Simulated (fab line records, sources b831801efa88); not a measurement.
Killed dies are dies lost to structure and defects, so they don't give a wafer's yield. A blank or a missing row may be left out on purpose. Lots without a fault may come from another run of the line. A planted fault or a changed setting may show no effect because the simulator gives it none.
Chamber matching | flow sky130 | SKY_VIA3_HDPCVD_00 on hdpcvd-01: 3 sister chambers
The step deposits SiO2, target thk 1635 nm, time 272.5 s. 3 wafers are shown with their chamber, then 9 later ones without.

WAFERS WITH THEIR CHAMBER
wafer  | chamber | susceptor_temp_C (C)
L519.2 | 1       | 399.68
L519.3 | 0       | 400.16
L519.4 | 2       | 399.94

WAFERS WITHOUT THEIR CHAMBER
wafer  | susceptor_temp_C (C)
L520.2 | 399.79
L520.5 | 399.69
L520.6 | 400.33
L521.1 | 399.93
L521.4 | 400.15
L521.5 | 399.97
L524.3 | 400.14
L524.4 | 399.88
L524.6 | 399.81

WHICH CHAMBER EACH WENT THROUGH
wafer  | from the rows above     | in truth
L520.2 | can't be placed: 1 or 2 | 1
L520.5 | 1                       | 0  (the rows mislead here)
L520.6 | 0                       | 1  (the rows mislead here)
L521.1 | 2                       | 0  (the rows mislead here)
L521.4 | 0                       | 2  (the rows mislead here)
L521.5 | can't be placed: 2 or 0 | 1
L524.3 | 0                       | 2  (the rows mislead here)
L524.4 | can't be placed: 2 or 1 | 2
L524.6 | can't be placed: 1 or 2 | 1
Placed correctly: 0 of 9. Can't be placed from these rows: 4 (the true chamber is among the candidates in 3). Placed wrongly: 5.
How it was worked out, from the rows above alone: a wafer's distance from a chamber is the root of the sum, over the readings, of the square of ((its reading less the chamber's mean) divided by the reading's scatter). The wafer belongs to the nearest chamber; if the next one is less than 2 further off, it can't be placed. A chamber's mean is the mean of its shown wafers. The scatter: with one shown wafer a chamber, the root of the mean of the squares of how far each hidden wafer lies from its nearest shown one.
